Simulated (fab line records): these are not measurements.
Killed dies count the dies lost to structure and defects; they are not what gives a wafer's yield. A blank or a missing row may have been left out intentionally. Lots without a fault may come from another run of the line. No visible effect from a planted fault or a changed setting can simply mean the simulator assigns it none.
8D (eight disciplines) problem report, filled in by code    flow sky130    the parts of the form that need people (team, actions taken, sign-off) are left out

## 1. WHAT WENT WRONG
Mean of killed at front end at SKY_PAD_OPEN_PROBE_99: 424 across 6 wafers in 2 lots; on wafers with no fault it is 16 (standard deviation 4.3). That is +95 standard deviations from the usual mean.
The first sign was on wafer L219.1 at day 48 23:50, on prober-01. The record holds 12 wafers of 4 lots with a number at this step. Rule for "out" (also "out of limits"): further than 4 standard deviations from the usual mean. Any other wafer with a number is counted as sound.

## 2. WHAT IT IS, AND WHAT IT ISN'T
question                     is                                               is not
which readings at this step  killed at front end, killed dies, killed on rim  killed_at_M0_to_M3, killed_at_M4_up, killed at other, killed open, killed short
which lots                   L219, L220                                       L211, L217
which wafers of those lots   all that have a number                           -
read on which tools          prober-01, prober-02                             -
when                         from day 48 23:50                                up to then (3 sound wafers); but 3 sound wafers of L217 came after

## 3. WHAT RULES OUT EACH SUSPECT
Counting: a tool stays on the suspect list if, at a process step up to the reading, it processed all lots that are out and no sound lot following the first of them.
- rie diel-03 at SKY_FIELD_ISO_ETCH_15 (etches the open film in CHF3/O2, stops on Si, target depth 180 nm, time 72 s): kept. It ran every lot that is out, first L219 (day 4 18:53), and no sound lot after that.
- plasma asher-01 at SKY_FIELD_ISO_STRIP_16 (strips in O2/N2): kept. It ran every lot that is out, first L219 (day 4 18:57), and no sound lot after that.
The count leaves plasma asher-01 at SKY_FIELD_ISO_STRIP_16 and rie diel-03 at SKY_FIELD_ISO_ETCH_15.

## 4. THE CAUSE (what the simulator had put in)
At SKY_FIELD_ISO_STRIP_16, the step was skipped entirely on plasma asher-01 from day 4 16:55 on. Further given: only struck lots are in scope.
Of the 2 suspects that counting leaves, this tool is one.

## 5. THE CHAIN OF EFFECTS, in route order
Rows list readings where the struck wafers' mean (over those with a number) sits beyond 3 standard deviations from the usual. Readings are gone through only where the record gives a usual standard deviation; hours: the median, over the lots, of the time from a lot's start at the first step in this table giving one to that lot's start at this step; sigmas: the change measured in usual standard deviations.
hours  step                   reading              usual  on struck wafers  change  sigmas
0      SKY_PAD_OPEN_PROBE_99  killed at front end  16     424               +408    +95
0      SKY_PAD_OPEN_PROBE_99  killed dies          84     492               +408    +44
0      SKY_PAD_OPEN_PROBE_99  killed on rim        16     96                +80     +19
Here are the process steps it includes:
- SKY_PAD_OPEN_PROBE_99
Readings that are blank on the struck wafers while sound wafers have them: chamber pressure mTorr at SKY_FIELD_ISO_STRIP_16; drypump motor current A at SKY_FIELD_ISO_STRIP_16; oes product au at SKY_FIELD_ISO_STRIP_16; strip time to endpoint s at SKY_FIELD_ISO_STRIP_16.

## 6. WHAT WOULD HAVE CAUGHT IT SOONER
In this record the first reading out of limits was taken at day 48 23:50, 1063 hours after the fault began at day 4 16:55.
At SKY_FIELD_ISO_STRIP_16 the tool's readings are blank on the struck wafers, where sound wafers have them: an empty tool record is the first sign, and it was there at once.
All the lots that are out (2) had begun SKY_FIELD_ISO_STRIP_16 on plasma asher-01 by day 48 23:50. Tool hold at that time: it would have spared none of them.
